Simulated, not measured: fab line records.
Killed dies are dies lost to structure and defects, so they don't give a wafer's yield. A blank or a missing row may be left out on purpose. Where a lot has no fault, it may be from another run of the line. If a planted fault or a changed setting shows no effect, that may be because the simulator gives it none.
Shared-tool check -- flow sky130 -- 36 wafers sampled across 12 lots

## WHY IT WAS OPENED
SKY_POLY_GATE_THK_MEAS_21, reading POLY_GATE_OXIDATION_THK: flagged on 2 of 12 lots. No-fault wafers: 3.99 nm, standard deviation 0.095.
Rule: a lot is flagged in two cases, either no wafer of it has a number, or all its wafers with numbers fall more than 4 standard deviations from that mean. As for the other lots, they are considered sound.

lot,measured,on,"POLY_GATE_OXIDATION_THK (nm), wafer by wafer",flag
L461,day 16 14:25,film-metro-04,4.08 4.03 4.07,
L463,day 17 05:17,film-metro-02,3.96 3.98 4.05,
L464,day 17 13:08,film-metro-02,4.15 4.10 4.12,
L466,day 18 06:30,film-metro-04,4.05 4.11 4.04,
L467,day 19 01:01,film-metro-02,4.08 4.15 4.02,
L468,day 19 04:32,film-metro-04,3.95 4.01 4.10,
L469,day 19 08:31,film-metro-04,3.94 3.94 4.04,
L470,day 19 18:02,film-metro-02,4.05 4.04 4.05,
L471,day 20 05:25,film-metro-04,4.12 4.04 4.08,
L476,day 21 23:12,film-metro-04,3.85 3.85 3.91,
L480,day 23 12:23,film-metro-03,6.34 6.28 6.35,FLAGGED
L482,day 23 22:29,film-metro-04,6.40 6.36 6.33,FLAGGED
Average over the flagged lots: 6.34 nm; offset from the usual +2.35 nm, equal to +25 standard deviations.

## EACH LOT AND THE TOOL IT RAN ON
Before the reading, the record contains 2 process steps out of a 708-step route. In each cell: the tool, then ch and the chambers that the sampled wafers went through, then the start.
lot,flag,SKY_FIELD_ISO_STRIP_16,SKY_POLY_GATE_OXIDATION_20
L461,,"plasma-asher-02 ch 1, day 2 04:57","furnace-02 ch 0, day 16 13:10"
L463,,"plasma-asher-02 ch 0,1, day 2 14:42","furnace-02 ch 0, day 17 04:02"
L464,,"plasma-asher-04 ch 0,1, day 2 19:56","furnace-01 ch 0, day 17 11:53"
L466,,"plasma-asher-03 ch 0,1, day 3 06:46","furnace-01 ch 0, day 18 05:14"
L467,,"plasma-asher-04 ch 0,1, day 3 13:53","furnace-01 ch 0, day 18 23:46"
L468,,"plasma-asher-04 ch 0,1, day 3 17:55","furnace-01 ch 0, day 19 03:16"
L469,,"plasma-asher-02 ch 0,1, day 3 22:27","furnace-02 ch 0, day 19 07:16"
L470,,"plasma-asher-02 ch 0,1, day 4 03:44","furnace-01 ch 0, day 19 16:47"
L471,,"plasma-asher-02 ch 0,1, day 4 09:32","furnace-01 ch 0, day 20 04:10"
L476,,"plasma-asher-02 ch 0,1, day 5 12:58","furnace-02 ch 0, day 21 21:56"
L480,FLAGGED,"plasma-asher-04 ch 0,1, day 6 07:03","furnace-01 ch 0, day 23 11:08"
L482,FLAGGED,"plasma-asher-03 ch 1, day 6 18:23","furnace-01 ch 0, day 23 21:13"
What these steps do:
- SKY_FIELD_ISO_STRIP_16: strips in O2/N2.
- SKY_POLY_GATE_OXIDATION_20: stabilise 600 s, purge 300 s, target thk 4 nm.
- SKY_POLY_GATE_THK_MEAS_21

## FLAGGED OVER TOTAL, TOOL BY TOOL (the gauges that took the reading come last)
step,tool,lots run,flagged,share of the flagged lots,sound lots run after its first flagged lot
SKY_FIELD_ISO_STRIP_16,plasma-asher-02,6,0,none,-
SKY_FIELD_ISO_STRIP_16,plasma-asher-03,2,1,some,0
SKY_FIELD_ISO_STRIP_16,plasma-asher-04,4,1,some,0
SKY_POLY_GATE_OXIDATION_20,furnace-01,8,2,all,0
SKY_POLY_GATE_OXIDATION_20,furnace-02,4,0,none,-
SKY_POLY_GATE_THK_MEAS_21,film-metro-02,4,0,none,-
SKY_POLY_GATE_THK_MEAS_21,film-metro-03,1,1,some,0
SKY_POLY_GATE_THK_MEAS_21,film-metro-04,7,1,some,0

## WHAT IS ALLOWED BY THE TABLE
All flagged lots share 1 row of the table, namely furnace-01 at SKY_POLY_GATE_OXIDATION_20.
- furnace-01 at SKY_POLY_GATE_OXIDATION_20 ran 8 lots, 2 of them flagged. Its last sound lot is L471 (day 20 04:10), its first flagged lot L480 (day 23 11:08): a fault that began between those two fits. Its own readings lie more than 4 standard deviations out on every wafer of the flagged lots: spike-tc-bottom-C, spike-tc-centre-C, spike-tc-lower-C, spike-tc-top-C, spike-tc-upper-C, tube-center-temp-C, tube_center_temp_C_max.
furnace-01 at SKY_POLY_GATE_OXIDATION_20 is the single tool remaining.

## WHAT THE SIMULATOR HAD INSERTED
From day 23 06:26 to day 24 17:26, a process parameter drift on furnace-01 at SKY_POLY_GATE_OXIDATION_20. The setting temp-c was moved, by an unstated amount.
Shown lots that were struck: L480, L482. This agrees with what the rule above found.
